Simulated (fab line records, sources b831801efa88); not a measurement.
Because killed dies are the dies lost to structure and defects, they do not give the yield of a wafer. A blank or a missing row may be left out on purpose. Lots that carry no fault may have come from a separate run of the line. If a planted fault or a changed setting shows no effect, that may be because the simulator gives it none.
2 desks looking at one fault	flow gf180mcu	only its own numbers are on each desk; what lay behind them is given at the end

== FROM THE METROLOGY DESK ==
What the gauges read for every lot (on any tool): the sampled wafers with a number, averaged. Any lot whose mean is over 4 standard deviations away from the usual mean is out of limits and marked OUT; that distance is given in the brackets.
Columns: A = MVSD_RS at GF_VT_IMPLANT_RS_MEAS_46, usual 457.4 ohm/sq; B = DUAL_GATE_OXIDATION_00_THK at GF_DUAL_GATE_THK_MEAS_03, usual 10.83 nm
lot	first seen here	A	B
L983	day 8 03:01	457.3	10.82
L984	day 8 10:00	456.4	10.47
L986	day 9 00:50	457.9	10.82
L987	day 9 07:47	458.0	10.96
L989	day 9 18:59	458.4	10.86
L990	day 10 01:20	457.2	10.53
L991	day 10 07:36	456.8	10.76
L992	day 10 14:31	457.9	10.84
L993	day 10 23:58	458.5	12.20 (+6.5) OUT
L994	day 11 05:32	457.3	12.32 (+7.1) OUT
L996	day 11 17:02	456.9	12.50 (+8.0) OUT
L103	day 13 19:00	456.1	10.98
This desk reports L993, L994, L996 out of limits; the earliest was L993 at day 11 02:46 (DUAL_GATE_OXIDATION_00_THK at GF_DUAL_GATE_THK_MEAS_03). In limits: L983, L984, L986, L987, L989, L990, L991, L992, L103.

== THE TOOL OWNER'S DESK: furnace-02 ==
The tool's own readings at GF_DUAL_GATE_OXIDATION_02 (stabilise 600 s, purge 300 s, target thk 10.887 nm): means of the sampled wafers that have a number, for each lot that ran on this tool. Any lot whose mean is over 4 standard deviations away from the usual mean is out of limits and marked OUT; that distance is given in the brackets.
Columns: A = ox-temp-c at GF_DUAL_GATE_OXIDATION_02, usual 900.0 C; B = ox-temp-c-max at GF_DUAL_GATE_OXIDATION_02, usual 903.5; C = spike-tc-top-C at GF_DUAL_GATE_OXIDATION_02, usual 910.4 C
lot	first seen here	A	B	C
L983	day 8 04:08	899.5	901.6	913.0
L984	day 8 13:43	900.2	903.0	911.6
L986	day 9 01:51	900.0	902.9	912.5
L989	day 9 19:37	900.0	902.7	912.6
L990	day 10 01:59	899.8	902.4	912.6
L991	day 10 08:13	899.8	902.5	911.2
L992	day 10 16:45	900.1	902.8	911.9
L993	day 11 01:17	900.2	903.0	910.5
L994	day 11 06:53	900.1	902.7	911.4
L996	day 11 17:39	899.7	902.2	912.7
This desk found nothing out of limits on any of the 10 lots.

== ALL TOGETHER ==
On L993, L994, L996, the metrology desk was in a position to raise an alarm at day 11 02:46.
The desk of the tool owner found nothing out of limits.
The tool owner's desk has L993, L994, L996 on record, within its limits.
GF_DUAL_GATE_OXIDATION_02 was run on furnace-02 by each of the lots named.

== WHAT HAD BEEN PUT IN BY THE SIMULATOR ==
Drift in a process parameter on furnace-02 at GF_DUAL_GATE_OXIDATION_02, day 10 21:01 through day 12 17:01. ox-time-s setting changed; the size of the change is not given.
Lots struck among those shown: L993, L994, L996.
Delay in hours, fault start to first out-of-limits reading, per desk: metrology desk 6.
